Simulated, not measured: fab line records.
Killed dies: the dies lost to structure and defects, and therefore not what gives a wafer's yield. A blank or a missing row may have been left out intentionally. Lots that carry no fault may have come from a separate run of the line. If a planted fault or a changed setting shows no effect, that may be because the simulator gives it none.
fab line records -- flow gf180mcu
[record] lots = 13, wafers = 39, last-day = 34
route steps=602 shown VT_IMPLANT@115 NWELL@137 POLY_GATE@158
lots that met no fault: from a run of the same line without faults
start-h: hours from the record's first day to the start of the lot's first wafer shown -- wait-h: time in hours since the lot's previous step -- " the same as in the row above -- L1.1+2: several wafers, shown together as one row -- - no value present, or no start provided -- * or withheld: withheld -- < > ~ a bound
route shown NAME@n: NAME is a module with steps in the file, n the number in the route of the first one -- usual: mean/standard deviation taken from wafers without a fault -- same: alike in all rows -- chamber/n: place in a boat -- sites: the reading at each site -- _std_site: their standard deviation -- _edge_site: inner sites' mean taken away from outer sites' mean -- radius-mm: how far each site lies from the wafer's centre -- mask NAME#n: copy n -- behind: the most recent tool/chamber to have shaped the wafer -- hold: reason for holding the lot/hours on hold/outcome of the hold -- device: whichever transistor did not switch (one of n, p or np) -- end of line: tests run on the same wafers once the route is complete -- where a step has no rows: the recipe by itself -- killed: at the first sort, the dies lost to defects and structure; wafer yield is something else -- map: a wafer's dies, marking killed ones x, the rest . and places with no die _
set.NAME: setting as actually run; set.NAME@STEP: the setting as run at that earlier step -- model.NAME: the simulator's own value behind a step, which no gauge read
steps of the route over a sample of lots; a table a step, a row a wafer
services: when a tool's chamber went out of use (start-h, in hours from the record's first day, below 0 if earlier), for how many hours, and the reason
[[steps]]
[step GF_VT_IMPLANT_SOFTBAKE_25]
[recipe] temp-c = 90, time-s = 61.17, resist = NOVOLAK
[usual] plate-sensor-t-centre-C = 90.755/0.0091, plate-sensor-t-edge-C = 90.830/0.0097
lot.wafer,tool,chamber,start-h,wait-h,plate-sensor-t-centre-C,plate-sensor-t-edge-C
L333.2,litho-track-02,0,139.80,0.1,90.757,90.832
L333.3,litho-track-02,0,139.80,0.1,90.748,90.839
L333.5,litho-track-02,0,139.80,0.1,90.748,90.837
L334.1,litho-track-02,0,145.08,0.1,90.754,90.832
L334.2,litho-track-02,0,145.08,0.1,90.75,90.840
L334.3,litho-track-02,0,145.08,0.1,90.765,90.820
L335.2,litho-track-02,0,153.55,0.1,90.763,90.816
L335.5,litho-track-02,0,153.55,0.1,90.749,90.841
L335.6,litho-track-02,0,153.55,0.1,90.76,90.831
L338.1,litho-track-01,0,166.19,0.1,90.75,90.837
L338.3,litho-track-01,0,166.19,0.1,90.734,90.834
L338.4,litho-track-01,0,166.19,0.1,90.747,90.827
L343.1,litho-track-02,0,202.92,0.1,90.771,90.841
L343.3,litho-track-02,0,202.92,0.1,90.752,90.833
L343.4,litho-track-02,0,202.92,0.1,90.76,90.829
L345.1,litho-track-04,0,215.34,0.1,90.763,90.815
L345.3,litho-track-04,0,215.34,0.1,90.753,90.842
L345.5,litho-track-04,0,215.34,0.1,90.765,90.820
L348.1,litho-track-04,0,234.68,0.1,90.751,90.830
L348.3,litho-track-04,0,234.68,0.1,90.748,90.828
L348.6,litho-track-04,0,234.68,0.1,90.752,90.815
L350.3,litho-track-02,0,247.47,0.1,90.753,90.839
L350.4,litho-track-02,0,247.47,0.1,90.771,90.819
L350.6,litho-track-02,0,247.47,0.1,90.764,90.822
L351.3,litho-track-04,0,252.93,0.1,90.75,90.829
L351.5,litho-track-04,0,252.93,0.1,90.765,90.821
L351.6,litho-track-04,0,252.93,0.1,90.751,90.831
L353.1,litho-track-01,0,263.79,0.1,90.759,90.831
L353.4,litho-track-01,0,263.79,0.1,90.773,90.847
L353.5,litho-track-01,0,263.79,0.1,90.755,90.820
L354.4,litho-track-01,0,271.37,0.1,90.753,90.829
L354.5,litho-track-01,0,271.37,0.1,90.767,90.839
L354.6,litho-track-01,0,271.37,0.1,90.733,90.844
L355.1,litho-track-02,0,276.72,0.1,90.769,90.830
L355.3,litho-track-02,0,276.72,0.1,90.746,90.852
L355.6,litho-track-02,0,276.72,0.1,90.754,90.826
L356.1,litho-track-02,0,282.47,0.1,90.766,90.822
L356.2,litho-track-02,0,282.47,0.1,90.738,90.844
L356.3,litho-track-02,0,282.47,0.1,90.772,90.825
[step GF_VT_IMPLANT_COAT_35]
[recipe] resist = NOVOLAK, spin-rpm = 3000, resist-thk-nm = 1000
[usual] spin-speed-rpm = 3000.0/1.6
lot.wafer,tool,chamber,start-h,wait-h,spin-speed-rpm
L333.2,litho-track-02,0,156.65,0.1,3001.3
L333.3,litho-track-02,0,156.65,0.1,3002.2
L333.5,litho-track-02,0,156.65,0.1,2998.7
L334.1,litho-track-04,0,161.14,0.1,3000.4
L334.2,litho-track-04,0,161.14,0.1,3000.6
L334.3,litho-track-04,0,161.14,0.1,3000.8
L335.2,litho-track-04,0,170.16,0.1,3001.5
L335.5,litho-track-04,0,170.16,0.1,2998.1
L335.6,litho-track-04,0,170.16,0.1,2999.8
L338.1,litho-track-02,0,183.12,0.1,3002.9
L338.3,litho-track-02,0,183.12,0.1,2998.0
L338.4,litho-track-02,0,183.12,0.1,2998.2
L343.1,litho-track-04,0,220.29,0.1,3095.5
L343.3,litho-track-04,0,220.29,0.1,3092.7
L343.4,litho-track-04,0,220.29,0.1,3093.9
L345.1,litho-track-04,0,233.93,0.1,3094.2
L345.3,litho-track-04,0,233.93,0.1,3097.5
L345.5,litho-track-04,0,233.93,0.1,3097.3
L348.1,litho-track-01,0,253.14,0.1,3003.1
L348.3,litho-track-01,0,253.14,0.1,3000.7
L348.6,litho-track-01,0,253.14,0.1,3003.1
L350.3,litho-track-02,0,265.92,0.1,2997.7
L350.4,litho-track-02,0,265.92,0.1,3000.3
L350.6,litho-track-02,0,265.92,0.1,2997.5
L351.3,litho-track-02,0,271.67,0.1,3002.4
L351.5,litho-track-02,0,271.67,0.1,2997.1
L351.6,litho-track-02,0,271.67,0.1,2999.3
L353.1,litho-track-02,0,283.62,0.1,2999.2
L353.4,litho-track-02,0,283.62,0.1,2997.4
L353.5,litho-track-02,0,283.62,0.1,3001.4
L354.4,litho-track-01,0,291.02,0.1,2997.2
L354.5,litho-track-01,0,291.02,0.1,2999.4
L354.6,litho-track-01,0,291.02,0.1,3001.0
L355.1,litho-track-04,0,296.53,0.1,3000.9
L355.3,litho-track-04,0,296.53,0.1,3001.7
L355.6,litho-track-04,0,296.53,0.1,3001.7
L356.1,litho-track-01,0,301.99,0.1,3002.7
L356.2,litho-track-01,0,301.99,0.1,2998.8
L356.3,litho-track-01,0,301.99,0.1,3001.0
[step GF_VT_IMPLANT_STRIP_42]
[recipe] chemistry = O2/N2, power-w = 1400, pressure-mtorr = 1500, platen-temp-c = 250, o2-flow-sccm = 3000, n2-flow-sccm = 300, overash-fraction = 0.5
[usual] drypump-motor-current-A = 5.9/0.36, heater-power-w = 320/24, oes-product-au = 0.715/0.0043, strip-time-to-endpoint-s = 12.65/0.039
lot.wafer,tool,chamber,start-h,wait-h,drypump-motor-current-A,heater-power-w,oes-product-au,rf-hours-counter-h,strip-time-to-endpoint-s
L333.2,plasma-asher-02,0,164.76,0.1,6.5,314,0.710,51,12.67
L333.3,plasma-asher-02,1,164.76,0.1,5.7,356,0.715,-,12.62
L333.5,plasma-asher-02,1,164.76,0.1,5.7,344,0.712,-,12.62
L334.1,plasma-asher-02,0,169.76,0.1,6.5,314,0.717,52,12.66
L334.2,plasma-asher-02,1,169.76,0.1,5.7,345,0.722,52,12.66
L334.3,plasma-asher-02,0,169.76,0.1,6.5,319,0.708,-,12.62
L335.2,plasma-asher-01,1,178.67,0.1,5.4,313,0.713,40,12.65
L335.5,plasma-asher-01,0,178.67,0.1,5.8,277,0.712,-,12.68
L335.6,plasma-asher-01,1,178.67,0.1,5.4,304,0.713,-,12.65
L338.1,plasma-asher-04,1,192.23,0.1,5.9,331,0.712,52,12.65
L338.3,plasma-asher-04,1,192.23,0.1,5.9,325,0.717,-,12.63
L338.4,plasma-asher-04,0,192.23,0.1,5.8,330,0.724,-,12.63
L343.1,plasma-asher-02,1,230.33,0.1,5.7,356,0.719,58,12.48
L343.3,plasma-asher-02,0,230.33,0.1,6.5,316,0.717,-,12.45
L343.4,plasma-asher-02,1,230.33,0.1,5.7,345,0.717,-,12.45
L345.1,plasma-asher-02,1,243.62,0.1,5.7,352,0.709,59,12.55
L345.3,plasma-asher-02,0,243.62,0.1,6.5,301,0.714,-,12.53
L345.5,plasma-asher-02,1,243.62,0.1,5.7,341,0.716,-,12.51
L348.1,plasma-asher-01,0,262.12,0.1,5.9,278,0.713,47,12.67
L348.3,plasma-asher-01,1,262.12,0.1,5.4,294,0.711,-,12.68
L348.6,plasma-asher-01,0,262.12,0.1,5.9,273,0.717,-,12.68
L350.3,plasma-asher-04,1,276.49,0.1,5.9,331,0.714,-,12.68
L350.4,plasma-asher-04,0,276.49,0.1,5.8,322,0.716,-,12.65
L350.6,plasma-asher-04,0,276.49,0.1,5.8,325,0.715,-,12.70
L351.3,plasma-asher-04,1,281.65,0.1,5.9,341,0.718,-,12.70
L351.5,plasma-asher-04,1,281.65,0.1,5.9,334,0.710,-,12.69
L351.6,plasma-asher-04,0,281.65,0.1,5.8,329,0.712,-,12.67
L353.1,plasma-asher-04,0,294.31,0.1,5.8,330,0.718,63,12.60
L353.4,plasma-asher-04,0,294.31,0.1,5.8,332,0.712,-,12.55
L353.5,plasma-asher-04,1,294.31,0.1,5.9,341,0.716,-,12.61
L354.4,plasma-asher-02,1,301.26,0.1,5.7,344,0.710,-,12.63
L354.5,plasma-asher-02,1,301.26,0.1,5.7,349,0.714,-,12.56
L354.6,plasma-asher-02,0,301.26,0.1,6.5,313,0.709,-,12.61
L355.1,plasma-asher-02,0,307.02,0.1,6.5,313,0.719,66,12.67
L355.3,plasma-asher-02,0,307.02,0.1,6.5,309,0.720,-,12.69
L355.6,plasma-asher-02,1,307.02,0.1,5.7,347,0.721,-,12.68
L356.1,plasma-asher-04,1,312.24,0.1,5.9,335,0.714,65,12.64
L356.2,plasma-asher-04,0,312.24,0.1,5.8,325,0.716,65,12.66
L356.3,plasma-asher-04,0,312.24,0.1,5.8,318,0.714,-,12.63
[step GF_VT_IMPLANT_RS_MEAS_47]
[recipe] thk-meas-gauge = four-point-probe
[usual] NWELL_RS = 488.2/1.1
lot.wafer,tool,chamber,start-h,wait-h,NWELL_RS[ohm/sq]
L333.2,film-metro-04,-,165.21,0.1,489.2
L333.3,film-metro-04,-,165.21,0.1,489.4
L333.5,film-metro-04,-,165.21,0.1,489.3
L334.1,film-metro-02,-,170.19,0.1,489.7
L334.2,film-metro-02,-,170.19,0.1,486.4
L334.3,film-metro-02,-,170.19,0.1,488.0
L335.2,film-metro-01,-,179.12,0.1,489.8
L335.5,film-metro-01,-,179.12,0.1,488.8
L335.6,film-metro-01,-,179.12,0.1,487.1
L338.1,film-metro-02,-,192.66,0.1,488.5
L338.3,film-metro-02,-,192.66,0.1,488.2
L338.4,film-metro-02,-,192.66,0.1,488.8
L343.1,film-metro-01,-,230.76,0.1,488.4
L343.3,film-metro-01,-,230.76,0.1,489.5
L343.4,film-metro-01,-,230.76,0.1,488.0
L345.1,film-metro-02,-,244.05,0.1,488.0
L345.3,film-metro-02,-,244.05,0.1,489.8
L345.5,film-metro-02,-,244.05,0.1,490.0
L348.1,film-metro-02,-,262.55,0.1,487.5
L348.3,film-metro-02,-,262.55,0.1,486.6
L348.6,film-metro-02,-,262.55,0.1,488.2
L350.3,film-metro-02,-,276.98,0.1,488.0
L350.4,film-metro-02,-,276.98,0.1,488.0
L350.6,film-metro-02,-,276.98,0.1,486.5
L351.3,film-metro-04,-,282.09,0.1,487.9
L351.5,film-metro-04,-,282.09,0.1,488.9
L351.6,film-metro-04,-,282.09,0.1,488.2
L353.1,film-metro-01,-,294.74,0.1,487.5
L353.4,film-metro-01,-,294.74,0.1,487.2
L353.5,film-metro-01,-,294.74,0.1,488.4
L354.4,film-metro-04,-,301.72,0.1,487.0
L354.5,film-metro-04,-,301.72,0.1,488.5
L354.6,film-metro-04,-,301.72,0.1,487.8
L355.1,film-metro-01,-,307.45,0.1,484.7
L355.3,film-metro-01,-,307.45,0.1,486.2
L355.6,film-metro-01,-,307.45,0.1,487.0
L356.1,film-metro-01,-,312.67,0.1,488.1
L356.2,film-metro-01,-,312.67,0.1,487.1
L356.3,film-metro-01,-,312.67,0.1,486.0
[step GF_POLY_GATE_THK_MEAS_01]
[recipe] reads = poly-Si_of_POLY_GATE_CVD_00
[usual] POLY_GATE_CVD_00_THK = 199.4/1.7
lot.wafer,tool,chamber,start-h,wait-h,POLY_GATE_CVD_00_THK[nm]
L333.2,film-metro-03,-,187.51,0.0,196.8
L333.3,film-metro-03,-,187.51,0.0,200.2
L333.5,film-metro-03,-,187.51,0.0,199.9
L334.1,film-metro-03,-,192.20,0.0,199.8
L334.2,film-metro-03,-,192.20,0.0,200.1
L334.3,film-metro-03,-,192.20,0.0,200.3
L335.2,film-metro-02,-,201.39,0.0,196.0
L335.5,film-metro-02,-,201.39,0.0,197.0
L335.6,film-metro-02,-,201.39,0.0,196.8
L338.1,film-metro-03,-,216.89,0.0,198.1
L338.3,film-metro-03,-,216.89,0.0,198.2
L338.4,film-metro-03,-,216.89,0.0,195.1
L343.1,film-metro-03,-,260.90,0.0,201.1
L343.3,film-metro-03,-,260.90,0.0,202.7
L343.4,film-metro-03,-,260.90,0.0,202.8
L345.1,film-metro-03,-,269.75,0.0,200.1
L345.3,film-metro-03,-,269.75,0.0,200.0
L345.5,film-metro-03,-,269.75,0.0,199.6
L348.1,film-metro-04,-,288.58,0.0,197.3
L348.3,film-metro-04,-,288.58,0.0,196.6
L348.6,film-metro-04,-,288.58,0.0,197.8
L350.3,film-metro-03,-,305.78,0.0,199.9
L350.4,film-metro-03,-,305.78,0.0,200.3
L350.6,film-metro-03,-,305.78,0.0,200.3
L351.3,film-metro-04,-,311.96,0.0,199.4
L351.5,film-metro-04,-,311.96,0.0,199.5
L351.6,film-metro-04,-,311.96,0.0,199.5
L353.1,film-metro-03,-,321.00,0.0,201.0
L353.4,film-metro-03,-,321.00,0.0,202.4
L353.5,film-metro-03,-,321.00,0.0,202.2
L354.4,film-metro-03,-,330.48,0.0,195.9
L354.5,film-metro-03,-,330.48,0.0,195.9
L354.6,film-metro-03,-,330.48,0.0,195.5
L355.1,film-metro-04,-,334.40,0.0,199.4
L355.3,film-metro-04,-,334.40,0.0,201.2
L355.6,film-metro-04,-,334.40,0.0,200.3
L356.1,film-metro-04,-,339.68,0.0,200.8
L356.2,film-metro-04,-,339.68,0.0,200.5
L356.3,film-metro-04,-,339.68,0.0,200.2
[[services]]
tool,chamber,start-h,hours,kind
plasma-asher-01,-,204.14,14.6,pm
plasma-asher-02,-,265.92,1.6,repair
[[key]]
[first-sign] step = GF_VT_IMPLANT_COAT_35, reading = spin-speed-rpm, direction = up, sigmas = 60, usual = *, struck = *
[effect] step = GF_VT_IMPLANT_STRIP_42, reading = strip-time-to-endpoint-s, direction = down, sigmas = 3.9, usual = *, struck = *
met-at GF_VT_IMPLANT_COAT_35
struck-lots L343,L345
tester-left-out L343,L345
not-acting-at GF_VT_IMPLANT_SOFTBAKE_25,GF_VT_IMPLANT_RS_MEAS_47,GF_POLY_GATE_THK_MEAS_01
onset-between 170.16 220.29
[fault] kind = process-parameter-drift, tool = litho-track-04, chamber = -, onset-h = 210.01, steps = GF_VT_IMPLANT_COAT_35, channel = spin-rpm, offset = *, shape = step, end-h = 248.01, acts-in = *, stated = *
// tester-left-out: of these lots the tester's yield and bins aren't shown, on N5 and GAA mostly nor the transistor test; their killed dies are dies lost to structure and defects alone, not to doping, threshold or leakage, so they don't give the yield
